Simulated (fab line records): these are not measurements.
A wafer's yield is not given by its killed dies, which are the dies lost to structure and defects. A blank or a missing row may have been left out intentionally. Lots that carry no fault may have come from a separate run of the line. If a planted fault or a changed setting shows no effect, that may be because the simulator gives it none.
Chamber matching ; flow gf180mcu ; cmp-02 running GF_V3_CMP_04: 4 sister chambers
The step polishes SiO2. 8 wafers are shown with their chamber, then 8 later ones without.

WAFERS, EACH WITH ITS CHAMBER
wafer;chamber;motor current A (A);time to endpoint s (s)
L292.2;0;11.1;76
L300.3;2;13.6;72
L301.3;2;13.6;73
L301.6;1;10.3;76
L306.2;3;11.8;70
L306.3;0;10.9;72
L306.5;1;9.9;82
L307.1;3;11.5;73

WAFERS WITH NO CHAMBER GIVEN
wafer;motor current A (A);time to endpoint s (s)
L307.4;13.1;76
L307.5;10.6;80
L310.2;11.2;74
L310.3;10.7;76
L310.5;13.3;78
L312.1;10.8;76
L312.4;13.6;80
L312.6;10.1;80

THE CHAMBER EACH PASSED THROUGH
wafer;from the rows above;in truth
L307.4;2;2
L307.5;can't be placed: 1 or 0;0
L310.2;can't be placed: 0 or 3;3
L310.3;can't be placed: 0 or 1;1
L310.5;2;2
L312.1;0;0
L312.4;2;2
L312.6;1;1
5 of 8 placed correctly. Cannot be placed on the basis of these rows: 3; the candidates contain the true chamber in 3. Placed wrongly: 0.
How it was worked out, from the rows above alone: a wafer's distance from a chamber is the root of the sum, over the readings, of the square of ((its reading less the chamber's mean) divided by the reading's scatter). The wafer belongs to the nearest chamber; if the next one is less than 2 further off, it can't be placed. For every chamber, the mean is computed from those of its wafers that are shown. How the scatter is found: for the shown wafers, subtract from each reading the mean of its chamber, square and add these, divide the total by (wafers less chambers), then take the root.
